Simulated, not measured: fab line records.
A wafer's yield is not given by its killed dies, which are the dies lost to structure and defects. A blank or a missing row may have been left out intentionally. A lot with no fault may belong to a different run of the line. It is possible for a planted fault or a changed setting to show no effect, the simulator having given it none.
fab line records    flow sky130
[record] lots = 13  wafers = 39  last_day = 50
route steps=708 shown LI_CONTACT@383
lots that met no fault: from a run of the same line without faults
start_h: hours from the record's first day to the start of the lot's first wafer shown    wait_h: how many hours have passed since the lot's step before this one    " as in the row above    L1.1+2: several wafers, shown together as one row    - either no value or no given start    * or withheld: withheld    < > ~ a bound
route shown NAME@n: names a module that has steps shown in the file, with the first one's number in the route    usual: mean and standard deviation over wafers with no fault    same: alike in all rows    chamber/n: place in a boat    sites: per-site readings    _std_site: standard deviation across them    _edge_site: the outer-site mean with the inner-site mean subtracted    radius_mm: for every site, how far away it sits from the centre of the wafer    mask NAME#n: copy n    behind: tool/chamber where the wafer was last shaped    hold: reason for holding the lot/hours on hold/outcome of the hold    device: the transistor (n, p or np) that didn't switch    end of line: at the end of the route, the tests of the same wafers    a step without rows: its recipe alone    killed: at the first sort, the dies lost to defects and structure; wafer yield is something else    map: a wafer's dies, marking killed ones x, the rest . and places with no die _
set.NAME: setting as actually run; set.NAME@STEP: the setting as run at that earlier step    model.NAME: the simulator's own value behind a step, which no gauge read
one table for each step of the route and one row for each wafer, over a sample of lots
services: from which hour (start_h, from the record's first day; less than 0 if before it) a tool's chamber was out of use, for how many hours, and why
[[steps]]
[step SKY_LI_CONTACT_CVD_21]
[recipe] material = W  target_thk_nm = 400  time_s = 120.56  temp_c = 400  pressure_torr = 40
[usual] chamber_pressure_Torr = 40.00/0.091  heater_power_w = 887/92
lot.wafer  tool      chamber  start_h  wait_h  chamber_pressure_Torr  heater_power_w
L269.3     cvd_w-01  1        676.92   0.1     40.04                  941
L269.5     "         1        "        "       39.98                  963
L269.6     "         0        "        "       39.97                  957
L270.1     cvd_w-02  1        695.49   0.0     40.07                  742
L270.2     "         0        "        "       40.01                  863
L270.4     "         0        "        "       40.15                  857
L272.3     cvd_w-01  1        710.35   0.1     40.00                  995
L272.4     "         0        "        "       39.90                  985
L272.5     "         0        "        "       39.92                  955
L271.1     cvd_w-01  1        712.81   0.0     40.18                  985
L271.2     "         0        "        "       40.04                  943
L271.5     "         0        "        "       40.05                  916
L273.2     cvd_w-01  0        720.96   0.0     39.90                  951
L273.3     "         0        "        "       40.03                  960
L273.5     "         0        "        "       39.90                  973
L274.2     cvd_w-02  0        728.68   0.0     40.01                  878
L274.5     "         0        "        "       40.19                  884
L274.6     "         1        "        "       40.04                  739
L280.3     cvd_w-01  0        798.01   0.1     31.07                  940
L280.4     "         0        "        "       30.93                  962
L280.5     "         0        "        "       31.00                  965
L282.1     cvd_w-01  0        799.86   0.0     30.77                  964
L282.2     "         0        "        "       30.86                  959
L282.3     "         0        "        "       30.82                  953
L285.1     cvd_w-02  0        804.94   0.0     39.91                  896
L285.3     "         0        "        "       39.92                  877
L285.5     "         0        "        "       40.06                  864
L286.3     cvd_w-02  1        809.95   0.1     40.08                  738
L286.4     "         0        "        "       39.87                  882
L286.5     "         1        "        "       39.93                  735
L287.3     cvd_w-02  1        824.37   0.1     40.06                  741
L287.4     "         0        "        "       40.04                  884
L287.5     "         0        "        "       39.93                  898
L288.1     cvd_w-02  0        826.58   0.0     39.94                  864
L288.5     "         0        "        "       40.03                  859
L288.6     "         1        "        "       40.12                  751
L292.4     cvd_w-01  0        857.70   0.1     39.87                  939
L292.5     "         0        "        "       39.99                  993
L292.6     "         1        "        "       39.99                  952
[step SKY_LI_CONTACT_RS_MEAS_22]
[recipe] thk_meas_gauge = four-point-probe  reads = W_of_LI_CONTACT_CVD_21+TiN_of_LI_CONTACT_SPUTTER_20+Ti_of_LI_CONTACT_SPUTTER_19
[usual] LI_CONTACT_W_RS = 0.288/0.0041
lot.wafer  tool           chamber  start_h  wait_h  hold                      LI_CONTACT_W_RS[ohm/sq]
L269.3     film_metro-04  -        677.04   0.1     -                         0.287
L269.5     "              -        "        "       -                         0.284
L269.6     "              -        "        "       -                         0.292
L270.1     film_metro-01  -        695.62   0.1     -                         0.286
L270.2     "              -        "        "       -                         0.279
L270.4     "              -        "        "       -                         0.279
L272.3     film_metro-02  -        710.48   0.1     -                         0.281
L272.4     "              -        "        "       -                         0.294
L272.5     "              -        "        "       -                         0.293
L271.1     film_metro-04  -        712.94   0.1     -                         0.283
L271.2     "              -        "        "       -                         0.287
L271.5     "              -        "        "       -                         0.292
L273.2     film_metro-04  -        721.11   0.1     -                         0.294
L273.3     "              -        "        "       -                         0.294
L273.5     "              -        "        "       -                         0.289
L274.2     film_metro-01  -        728.82   0.1     -                         0.285
L274.5     "              -        "        "       -                         0.286
L274.6     "              -        "        "       -                         0.288
L280.3     film_metro-04  -        798.22   0.2     await_dispo/0.2h/release  0.338
L280.4     "              -        "        "       await_dispo/0.2h/release  0.331
L280.5     "              -        "        "       await_dispo/0.2h/release  0.334
L280.3     film_metro-04  -        798.51   0.3     -                         0.338
L280.4     "              -        "        "       -                         0.331
L280.5     "              -        "        "       -                         0.334
L282.1     film_metro-01  -        800.11   0.2     await_dispo/0.2h/release  0.332
L282.2     "              -        "        "       await_dispo/0.2h/release  0.329
L282.3     "              -        "        "       await_dispo/0.2h/release  0.335
L282.1     film_metro-01  -        800.40   0.3     -                         0.332
L282.2     "              -        "        "       -                         0.328
L282.3     "              -        "        "       -                         0.335
L285.1     film_metro-02  -        805.07   0.1     -                         0.281
L285.3     "              -        "        "       -                         0.283
L285.5     "              -        "        "       -                         0.283
L286.3     film_metro-01  -        810.08   0.1     -                         0.289
L286.4     "              -        "        "       -                         0.282
L286.5     "              -        "        "       -                         0.288
L287.3     film_metro-01  -        824.49   0.1     -                         0.292
L287.4     "              -        "        "       -                         0.282
L287.5     "              -        "        "       -                         0.285
L288.1     film_metro-01  -        826.70   0.1     -                         0.286
L288.5     "              -        "        "       -                         0.287
L288.6     "              -        "        "       -                         0.291
L292.4     film_metro-02  -        857.85   0.1     -                         0.290
L292.5     "              -        "        "       -                         0.286
L292.6     "              -        "        "       -                         0.288
[step SKY_LI_CONTACT_THK_MEAS_23]
[recipe] thk_meas_gauge = xrf  reads = W_of_LI_CONTACT_CVD_21
[usual] LI_CONTACT_W_THK = 405/6.7
lot.wafer  tool           chamber  start_h  wait_h  hold                      LI_CONTACT_W_THK[nm]
L269.3     film_metro-04  -        677.14   0.1     -                         410
L269.5     "              -        "        "       -                         415
L269.6     "              -        "        "       -                         402
L270.1     film_metro-01  -        695.74   0.1     -                         403
L270.2     "              -        "        "       -                         415
L270.4     "              -        "        "       -                         411
L272.3     film_metro-02  -        710.58   0.1     -                         419
L272.4     "              -        "        "       -                         402
L272.5     "              -        "        "       -                         399
L271.1     film_metro-04  -        713.06   0.1     -                         418
L271.2     "              -        "        "       -                         411
L271.5     "              -        "        "       -                         405
L273.2     film_metro-04  -        721.22   0.1     -                         400
L273.3     "              -        "        "       -                         396
L273.5     "              -        "        "       -                         407
L274.2     film_metro-01  -        728.93   0.1     -                         406
L274.5     "              -        "        "       -                         407
L274.6     "              -        "        "       -                         405
L280.3     film_metro-04  -        802.31   3.8     await_dispo/0.2h/release  343
L280.4     "              -        "        "       await_dispo/0.2h/release  351
L280.5     "              -        "        "       await_dispo/0.2h/release  350
L280.3     film_metro-04  -        802.57   0.2     -                         346
L280.4     "              -        "        "       -                         354
L280.5     "              -        "        "       -                         351
L285.1     film_metro-02  -        805.19   0.1     -                         414
L285.3     "              -        "        "       -                         409
L285.5     "              -        "        "       -                         410
L282.1     film_metro-01  -        807.73   7.3     await_dispo/0.2h/release  348
L282.2     "              -        "        "       await_dispo/0.2h/release  352
L282.3     "              -        "        "       await_dispo/0.2h/release  346
L282.1     film_metro-01  -        807.96   0.2     -                         351
L282.2     "              -        "        "       -                         348
L282.3     "              -        "        "       -                         343
L286.3     film_metro-01  -        810.18   0.1     -                         399
L286.4     "              -        "        "       -                         407
L286.5     "              -        "        "       -                         398
L287.3     film_metro-01  -        824.59   0.1     -                         394
L287.4     "              -        "        "       -                         409
L287.5     "              -        "        "       -                         405
L288.1     film_metro-01  -        826.82   0.1     -                         405
L288.5     "              -        "        "       -                         400
L288.6     "              -        "        "       -                         400
L292.4     film_metro-02  -        857.94   0.1     -                         407
L292.5     "              -        "        "       -                         411
L292.6     "              -        "        "       -                         411
[step SKY_LI_CONTACT_CMP_24]
[recipe] stop_on = PSG  t_overpolish_s = 20  down_force_psi = 3.5  platen_rpm = 60  target_thk_nm = 0  pad_velocity_m_s = 0.94248
[usual] head_pressure_psi = 3.500/0.0081  motor_current_A = 11.8/1.2  slurry_filter_dp_kPa = 13.49/0.15  time_to_endpoint_s = 96/4.1
lot.wafer  tool    chamber  start_h  wait_h  hold                      head_pressure_psi  motor_current_A  slurry_filter_dp_kPa  time_to_endpoint_s
L269.3     cmp-02  0        677.28   0.1     -                         3.506              13.6             13.48                 95
L269.5     "       2        "        "       -                         3.504              11.3             13.60                 86
L269.6     "       3        "        "       -                         3.497              12.5             13.68                 88
L270.1     cmp-01  0        695.85   0.1     -                         3.498              10.1             13.43                 102
L270.4     "       1        "        "       -                         3.496              11.7             13.34                 103
L270.2     "       2        "        "       -                         3.490              11.8             13.24                 97
L272.4     cmp-02  1        710.67   0.1     -                         3.500              11.4             13.73                 97
L272.3     "       2        "        "       -                         3.501              11.8             13.30                 97
L272.5     "       1        "        "       -                         3.503              11.2             13.35                 97
L271.2     cmp-01  0        713.17   0.1     -                         3.497              10.3             13.60                 100
L271.1     "       2        "        "       -                         3.516              11.7             13.32                 96
L271.5     "       0        "        "       -                         3.487              10.0             13.64                 98
L273.2     cmp-02  2        721.27   0.0     -                         3.516              10.8             13.50                 93
L273.3     "       1        "        "       -                         3.517              11.2             13.46                 91
L273.5     "       3        "        "       -                         3.507              12.8             13.40                 95
L274.2     cmp-02  0        729.03   0.1     -                         3.484              14.6             13.34                 97
L274.6     "       3        "        "       -                         3.503              12.5             13.49                 95
L274.5     "       0        "        "       -                         3.482              13.0             13.51                 98
L280.4     cmp-02  3        804.84   2.3     await_dispo/1.8h/release  3.496              12.2             13.21                 79
L280.3     "       0        "        "       await_dispo/1.8h/release  3.503              12.9             13.71                 83
L280.5     "       3        "        "       await_dispo/1.8h/release  3.500              12.2             13.75                 77
L285.1     cmp-01  1        805.39   0.2     -                         3.503              12.1             13.50                 105
L285.3     "       2        "        "       -                         3.501              12.3             13.40                 98
L285.5     "       0        "        "       -                         3.510              10.1             13.38                 110
L282.2     cmp-01  3        809.74   1.8     await_dispo/1.6h/release  3.488              10.4             13.19                 88
L282.3     "       0        "        "       await_dispo/1.6h/release  3.499              10.0             13.38                 92
L282.1     "       1        "        "       await_dispo/1.6h/release  3.489              12.7             13.57                 88
L286.3     cmp-02  0        810.32   0.1     -                         3.508              14.2             13.72                 94
L286.4     "       1        "        "       -                         3.508              11.6             13.51                 97
L286.5     "       2        "        "       -                         3.486              11.5             13.51                 91
L287.4     cmp-02  1        824.68   0.1     -                         3.494              11.6             13.49                 99
L287.3     "       3        "        "       -                         3.498              12.8             13.44                 94
L287.5     "       1        "        "       -                         3.484              10.8             13.37                 97
L288.1     cmp-01  2        826.98   0.1     -                         3.504              12.0             13.54                 97
L288.6     "       0        "        "       -                         3.508              9.7              13.43                 103
L288.5     "       1        "        "       -                         3.491              12.7             13.42                 99
L292.4     cmp-01  1        858.02   0.1     -                         3.506              11.6             13.16                 100
L292.6     "       0        "        "       -                         3.484              10.2             13.64                 100
L292.5     "       1        "        "       -                         3.512              11.1             13.38                 101
[[services]]
tool      chamber  start_h  hours  kind
cmp-01    -        655.78   3.3    repair
cmp-01    -        678.90   1.1    repair
cvd_w-01  1        695.99   2.7    repair
cmp-01    -        696.67   0.3    repair
cmp-01    -        736.25   9.0    repair
cmp-02    -        737.28   1.4    repair
cmp-01    -        745.20   4.0    pm
cmp-01    -        749.20   -      consumable_replace:conditioner
cmp-01    -        749.20   -      consumable_replace:pad
cvd_w-02  1        783.13   7.9    repair
cmp-02    -        784.96   0.7    repair
cvd_w-01  -        785.99   1.3    repair
cvd_w-01  1        797.48   6.1    repair
cvd_w-01  -        804.30   2.8    pm
cvd_w-02  -        812.18   1.6    repair
cmp-01    -        823.52   1.5    repair
cmp-01    -        827.18   5.9    pm
cmp-02    -        830.92   0.2    repair
cmp-02    -        840.00   6.9    pm
[[key]]
[first_sign] step = SKY_LI_CONTACT_CVD_21  reading = chamber_pressure_Torr  direction = down  sigmas = 99+  usual = 40.00  struck = 30.91
[effect] step = SKY_LI_CONTACT_RS_MEAS_22  reading = visit  direction = added
[effect] step = SKY_LI_CONTACT_RS_MEAS_22  reading = LI_CONTACT_W_RS  direction = up  sigmas = 11  usual = 0.288  struck = 0.333
[effect] step = SKY_LI_CONTACT_THK_MEAS_23  reading = visit  direction = added
[effect] step = SKY_LI_CONTACT_THK_MEAS_23  reading = LI_CONTACT_W_THK  direction = down  sigmas = 8.4  usual = 405  struck = 348
[effect] step = SKY_LI_CONTACT_CMP_24  reading = time_to_endpoint_s  direction = down  sigmas = 2.9  usual = *  struck = *
met_at SKY_LI_CONTACT_CVD_21
struck_lots L280,L282
tester_left_out L280,L282
onset_between 720.96 798.01
[fault] kind = process_parameter_drift  tool = cvd_w-01  chamber = -  onset_h = 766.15  steps = SKY_LI_CONTACT_CVD_21  channel = pressure_torr  offset = -9.0387  shape = step  end_h = 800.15  acts_in = these_recipes_only  stated = 40
// tester_left_out: of these lots the tester's yield and bins aren't shown, on N5 and GAA mostly nor the transistor test; their killed dies are dies lost to structure and defects alone, not to doping, threshold or leakage, so they don't give the yield
